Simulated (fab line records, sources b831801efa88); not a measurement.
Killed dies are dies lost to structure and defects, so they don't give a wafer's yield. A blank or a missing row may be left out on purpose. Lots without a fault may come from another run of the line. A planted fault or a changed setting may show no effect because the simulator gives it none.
One fault seen from 2 desks | flow sky130 | each desk has only its own numbers; what lay behind them comes last

THE TOOL OWNER'S DESK: litho_track-04
The tool's own readings at SKY_RES_XHIGH_SOFTBAKE_03 (time 60 s): means of the sampled wafers that have a number, for each lot that ran on this tool. A lot is out of limits, marked OUT, if its mean lies more than 4 standard deviations from the usual mean; the brackets give that distance.
Columns: A = run_length_s at SKY_RES_XHIGH_SOFTBAKE_03, usual 88.99 s
lot  | first seen here | A
L675 | day 27 04:43    | 88.96
L676 | day 27 13:35    | 89.00
L677 | day 28 07:26    | 88.94
L680 | day 29 00:31    | 89.04
L684 | day 30 08:59    | 105.30 (+68) OUT
L689 | day 31 19:20    | 105.48 (+69) OUT
This desk's finding: out of limits on L684, L689; first on L684, day 30 08:59 (run_length_s at SKY_RES_XHIGH_SOFTBAKE_03). In limits: L675, L676, L677, L680.

THE METROLOGY DESK
What the gauges read, lot by lot, whatever tool the lot ran on: means of the sampled wafers that have a number. A lot is out of limits, marked OUT, if its mean lies more than 4 standard deviations from the usual mean; the brackets give that distance.
Columns: A = LDD_LDN_TW at SKY_LDD_LDN_TW_MEAS_13, usual 1475; B = SD_P_TW at SKY_SD_P_TW_MEAS_11, usual 2838
lot  | first seen here | A    | B
L673 | day 23 09:25    | 1490 | 2810
L672 | day 23 10:12    | 1485 | 2877
L675 | day 24 01:06    | 1484 | 2865
L674 | day 24 04:21    | 1484 | 2783
L676 | day 24 10:25    | 1472 | 2859
L677 | day 25 04:31    | 1482 | 2822
L679 | day 25 12:40    | 1465 | 2791
L680 | day 25 23:22    | 1478 | 2876
L683 | day 26 20:38    | 1476 | 2817
L684 | day 27 08:01    | 1469 | 2815
L689 | day 28 17:41    | 1460 | 2873
L692 | day 29 18:01    | 1472 | 2820
L694 | day 30 00:57    | 1481 | 2863
This desk's finding: nothing out of limits on any of the 13 lots.

PUT TOGETHER
The tool owner's desk could have raised an alarm at day 30 08:59, on L684, L689.
The metrology desk saw nothing out of limits.
The metrology desk has L684, L689 on record, within its limits.
Of the lots named, all ran SKY_RES_XHIGH_SOFTBAKE_03 on litho_track-04.

WHAT THE SIMULATOR HAD PUT IN
Process parameter drift: litho_track-04, from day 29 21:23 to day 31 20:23, at SKY_RES_XHIGH_SOFTBAKE_03. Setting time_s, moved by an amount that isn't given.
Lots struck among those shown: L684, L689.
Hours from the fault's start to each desk's first reading out of limits: the tool owner's desk, 12.
